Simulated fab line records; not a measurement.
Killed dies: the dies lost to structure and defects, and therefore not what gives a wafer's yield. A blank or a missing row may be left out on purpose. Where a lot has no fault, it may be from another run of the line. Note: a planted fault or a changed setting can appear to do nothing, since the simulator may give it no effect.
fab line records	flow sky130
record: lots: 13	wafers: 39	last_day: 50
route steps=708 shown VT_ADJUST_LVTN@115 POLY_GATE@230 LDD_N@249
lots untouched by any fault: they come from a run of this same line in which no faults occurred
start_h: hours from the record's opening day to when the first of the lot's shown wafers began	wait_h: time in hours since the lot's previous step	" unchanged from the row above	L1.1+2: a row that stands for several wafers	- no value, or no start given	* or withheld: withheld	< > ~ a bound
route shown NAME@n: NAME is a module with steps in the file, n the number in the route of the first one	usual: mean and standard deviation over wafers with no fault	same: alike in all rows	chamber/n: place in a boat	sites: the reading at each site	_std_site: standard deviation of those values	_edge_site: outer sites' mean less inner sites'	radius_mm: how far each site lies from the wafer's centre	mask NAME#n: copy n	behind: tool/chamber where the wafer was last shaped	hold: cause of the lot's hold/its duration in hours/its outcome	device: the transistor (n, p or np) that didn't switch	end of line: the same wafers' tests at the end of the route	a step without rows: its recipe alone	killed: at the first sort, the dies lost to defects and structure; wafer yield is something else	map: a wafer's dies, x killed, . not, _ none there
set.NAME: the setting that was run; set.NAME@STEP: the one run at that earlier step	model.NAME: the simulator's own value behind a step, which no gauge read
a sample of lots followed through the steps of the route, with each step as a table and each wafer as a row
services: from which hour (start_h, from the record's first day; less than 0 if before it) a tool's chamber was out of use, for how many hours, and why
== steps ==
step: SKY_VT_ADJUST_LVTN_OVL_MEAS_18
usual: VT_ADJUST_LVTN_01_OVL: 0.9/1.5
lot.wafer	tool	chamber	start_h	wait_h	VT_ADJUST_LVTN_01_OVL[nm]
L666.3	overlay-01	-	165.58	0.1	-0.5
L666.5	"	-	"	"	-1.2
L666.6	"	-	"	"	-3.9
L667.2	overlay-02	-	167.63	0.1	2.1
L667.3	"	-	"	"	1.3
L667.4	"	-	"	"	3.8
L668.2	overlay-02	-	170.73	0.1	-1.5
L668.3	"	-	"	"	-1.4
L668.6	"	-	"	"	-1.7
L671.1	overlay-01	-	194.94	0.1	2.5
L671.3	"	-	"	"	1.9
L671.6	"	-	"	"	2.4
L672.2	overlay-01	-	201.75	0.1	1.9
L672.4	"	-	"	"	1.1
L672.6	"	-	"	"	-0.2
L676.1	overlay-01	-	233.89	0.1	2.4
L676.3	"	-	"	"	2.7
L676.5	"	-	"	"	2.1
L677.1	overlay-02	-	234.19	0.1	0.7
L677.2	"	-	"	"	-0.4
L677.3	"	-	"	"	0.2
L678.1	overlay-02	-	243.90	0.1	1.7
L678.2	"	-	"	"	1.1
L678.6	"	-	"	"	0.6
L679.3	overlay-01	-	249.68	0.1	1.5
L679.4	"	-	"	"	1.8
L679.6	"	-	"	"	1.4
L680.2	overlay-01	-	256.20	0.1	-1.7
L680.3	"	-	"	"	0.5
L680.5	"	-	"	"	-1.1
L681.4	overlay-01	-	262.06	0.1	1.3
L681.5	"	-	"	"	2.8
L681.6	"	-	"	"	2.1
L682.1	overlay-02	-	271.39	0.1	0.5
L682.2	"	-	"	"	1.8
L682.3	"	-	"	"	-1.2
L689.1	overlay-01	-	319.10	0.1	1.4
L689.3	"	-	"	"	2.0
L689.5	"	-	"	"	1.9
step: SKY_POLY_GATE_ETCH_16
recipe: stop_on: poly-Si	chemistry: CH3F/O2	target: Si3N4	source_w: 400	bias_w: 80	pressure_mtorr: 25	ch3f_flow_sccm: 40	O2_flow_sccm: 30	time_s: 147.5	target_depth_a: 750
usual: drypump_motor_current_A: 5.9/0.42	oes_product_au: 0.640/0.0049	throttle_valve_pct: 10.535/0.009
lot.wafer	tool	chamber	start_h	wait_h	drypump_motor_current_A	oes_product_au	rf_hours_counter_h	throttle_valve_pct
L666.3	rie_diel-02	0	370.93	0.0	6.2	0.643	4	10.534
L666.5	"	2	"	"	5.9	0.642	-	10.544
L666.6	"	3	"	"	5.1	0.632	-	10.539
L667.2	rie_diel-03	2	374.46	0.0	5.6	0.640	97	10.543
L667.3	"	1	"	"	6.3	0.639	65	10.536
L667.4	"	0	"	"	5.8	0.634	8	10.533
L668.2	rie_diel-02	1	384.68	0.0	5.8	0.631	16	10.544
L668.3	"	2	"	"	5.9	0.646	10	10.544
L668.6	"	3	"	"	5.2	0.640	-	10.549
L671.1	rie_diel-03	0	411.41	0.0	5.8	0.649	9	10.526
L671.3	"	1	"	"	6.3	0.648	65	10.541
L671.6	"	2	"	"	5.6	0.641	-	10.535
L672.2	rie_diel-04	2	421.03	0.0	6.2	0.647	32	10.540
L672.4	"	3	"	"	5.2	0.649	56	10.523
L672.6	"	3	"	"	5.2	0.643	-	10.535
L676.1	rie_diel-02	1	464.13	0.0	5.8	0.638	18	10.536
L676.3	"	3	"	"	5.1	0.638	89	10.526
L676.5	"	1	"	"	5.8	0.641	-	10.545
L677.1	rie_diel-03	3	467.03	0.0	5.9	0.654	8	10.532
L677.2	"	1	"	"	6.3	0.640	67	10.545
L677.3	"	0	"	"	5.8	0.636	10	10.526
L678.1	rie_diel-04	0	478.53	0.0	5.9	0.646	8	10.537
L678.2	"	1	"	"	6.5	0.637	38	10.528
L678.6	"	3	"	"	5.2	0.639	-	10.535
L679.3	rie_diel-02	1	489.03	0.0	5.8	0.639	19	10.522
L679.4	"	3	"	"	5.1	0.642	90	10.541
L679.6	"	3	"	"	5.1	0.635	-	10.540
L680.2	rie_diel-04	1	495.43	0.0	6.6	0.642	38	10.524
L680.3	"	3	"	"	5.2	0.639	58	10.541
L680.5	"	3	"	"	5.2	0.642	-	10.545
L681.4	rie_diel-03	3	505.83	0.0	5.8	0.639	8	10.539
L681.5	"	0	"	"	5.8	0.641	-	10.542
L681.6	"	1	"	"	6.3	0.646	-	10.530
L682.1	rie_diel-02	1	515.13	0.0	5.8	0.636	19	10.534
L682.2	"	2	"	"	5.9	0.635	12	10.559
L682.3	"	0	"	"	6.2	0.646	7	10.539
L689.1	rie_diel-04	1	568.03	0.0	6.5	0.637	39	10.545
L689.3	"	2	"	"	6.2	0.640	36	10.546
L689.5	"	0	"	"	5.9	0.641	-	10.534
step: SKY_POLY_GATE_CD_MEAS_22
usual: cd_nm: 151.0/2
lot.wafer	tool	chamber	start_h	wait_h	cd_nm
L666.3	cd_sem-02	-	372.83	0.1	149.0
L666.5	"	-	"	"	147.2
L666.6	"	-	"	"	148.0
L667.2	cd_sem-02	-	376.92	0.1	153.4
L667.3	"	-	"	"	149.4
L667.4	"	-	"	"	151.9
L668.2	cd_sem-02	-	386.32	0.1	149.5
L668.3	"	-	"	"	149.8
L668.6	"	-	"	"	149.1
L671.1	cd_sem-01	-	415.52	0.1	150.5
L671.3	"	-	"	"	146.8
L671.6	"	-	"	"	151.3
L672.2	cd_sem-01	-	425.90	0.1	150.0
L672.4	"	-	"	"	153.0
L672.6	"	-	"	"	150.1
L676.1	cd_sem-01	-	466.14	0.1	152.9
L676.3	"	-	"	"	151.8
L676.5	"	-	"	"	152.3
L677.1	cd_sem-01	-	468.64	0.1	152.3
L677.2	"	-	"	"	152.9
L677.3	"	-	"	"	151.4
L678.1	cd_sem-01	-	480.15	0.1	152.0
L678.2	"	-	"	"	151.4
L678.6	"	-	"	"	153.3
L679.3	cd_sem-02	-	490.71	0.1	149.7
L679.4	"	-	"	"	150.6
L679.6	"	-	"	"	149.5
L680.2	cd_sem-02	-	497.88	0.1	150.5
L680.3	"	-	"	"	149.7
L680.5	"	-	"	"	151.6
L681.4	cd_sem-02	-	507.94	0.1	149.0
L681.5	"	-	"	"	147.8
L681.6	"	-	"	"	148.8
L682.1	cd_sem-02	-	516.75	0.1	152.8
L682.2	"	-	"	"	151.9
L682.3	"	-	"	"	150.9
L689.1	cd_sem-01	-	569.65	0.1	150.7
L689.3	"	-	"	"	149.9
L689.5	"	-	"	"	150.1
step: SKY_LDD_N_IMPLANT_12
recipe: species: BF2	energy_kev: 50	dose_cm2: 5e+12	tilt_deg: 30	rotation_deg: 0
usual: beam_energy_keV: 50.003/0.014
lot.wafer	tool	chamber	start_h	wait_h	beam_energy_keV
L666.3	implanter-03	0	402.38	0.1	49.978
L666.5	"	0	"	"	49.993
L666.6	"	0	"	"	50.003
L667.2	implanter-03	0	406.10	0.1	50.025
L667.3	"	0	"	"	50.005
L667.4	"	0	"	"	50.012
L668.2	implanter-01	0	416.25	0.1	49.996
L668.3	"	0	"	"	49.990
L668.6	"	0	"	"	50.005
L671.1	implanter-03	0	446.02	0.1	50.005
L671.3	"	0	"	"	49.995
L671.6	"	0	"	"	50.003
L672.2	implanter-02	0	457.06	0.1	49.983
L672.4	"	0	"	"	49.990
L672.6	"	0	"	"	50.011
L676.1	implanter-01	0	497.72	0.1	49.986
L676.3	"	0	"	"	50.007
L676.5	"	0	"	"	49.989
L677.1	implanter-01	0	499.88	0.1	50.001
L677.2	"	0	"	"	50.006
L677.3	"	0	"	"	49.992
L678.1	implanter-03	0	511.67	0.1	50.003
L678.2	"	0	"	"	49.992
L678.6	"	0	"	"	50.001
L679.3	implanter-01	0	521.52	0.1	50.014
L679.4	"	0	"	"	50.018
L679.6	"	0	"	"	50.023
L680.2	implanter-01	0	529.05	0.1	37.602
L680.3	"	0	"	"	37.577
L680.5	"	0	"	"	37.604
L681.4	implanter-01	0	538.06	0.1	37.579
L681.5	"	0	"	"	37.583
L681.6	"	0	"	"	37.589
L682.1	implanter-01	0	547.73	0.1	37.592
L682.2	"	0	"	"	37.566
L682.3	"	0	"	"	37.599
L689.1	implanter-02	0	599.83	0.1	50.015
L689.3	"	0	"	"	50.003
L689.5	"	0	"	"	50.010
== services ==
tool	chamber	start_h	hours	kind
rie_diel-03	0	360.58	1.2	repair
implanter-01	-	360.78	2.1	pm
rie_diel-04	0	368.76	1.4	repair
rie_diel-02	-	374.27	0.2	repair
rie_diel-04	2	380.20	5.4	repair
rie_diel-04	2	403.37	9.3	repair
implanter-03	-	420.01	2.3	repair
rie_diel-02	2	431.39	5.6	repair
rie_diel-02	0	454.12	8.2	repair
implanter-01	-	456.49	6.4	repair
rie_diel-02	2	460.60	13.2	repair
implanter-03	-	461.44	5.3	pm
rie_diel-02	3	468.56	12.7	repair
rie_diel-04	1	483.59	7.1	repair
rie_diel-04	0	490.33	7.0	repair
rie_diel-04	0	511.23	1.3	repair
rie_diel-02	0	515.72	7.7	repair
implanter-01	-	522.30	2.5	repair
implanter-03	-	543.57	42.0	pm
rie_diel-03	-	561.02	1.2	repair
rie_diel-02	1	563.98	8.9	repair
rie_diel-02	3	566.14	76.6	repair
rie_diel-02	2	575.67	2.5	repair
rie_diel-02	1	590.20	6.4	repair
== key ==
first_sign: step: SKY_LDD_N_IMPLANT_12	reading: beam_energy_keV	direction: down	sigmas: 99+	usual: *	struck: *
effect none on later readings
met_at SKY_LDD_N_IMPLANT_12
struck_lots L680,L681,L682
tester_left_out L680,L681,L682
not_acting_at SKY_VT_ADJUST_LVTN_OVL_MEAS_18,SKY_POLY_GATE_ETCH_16,SKY_POLY_GATE_CD_MEAS_22
onset_between 521.52 529.05
fault: kind: process_parameter_drift	tool: implanter-01	chamber: -	onset_h: 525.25	steps: SKY_LDD_N_IMPLANT_12	channel: energy_kev	offset: *	shape: step	end_h: 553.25	acts_in: *	stated: *
tester_left_out: of these lots the tester's yield and bins aren't shown, on N5 and GAA mostly nor the transistor test; their killed dies are dies lost to structure and defects alone, not to doping, threshold or leakage, so they don't give the yield
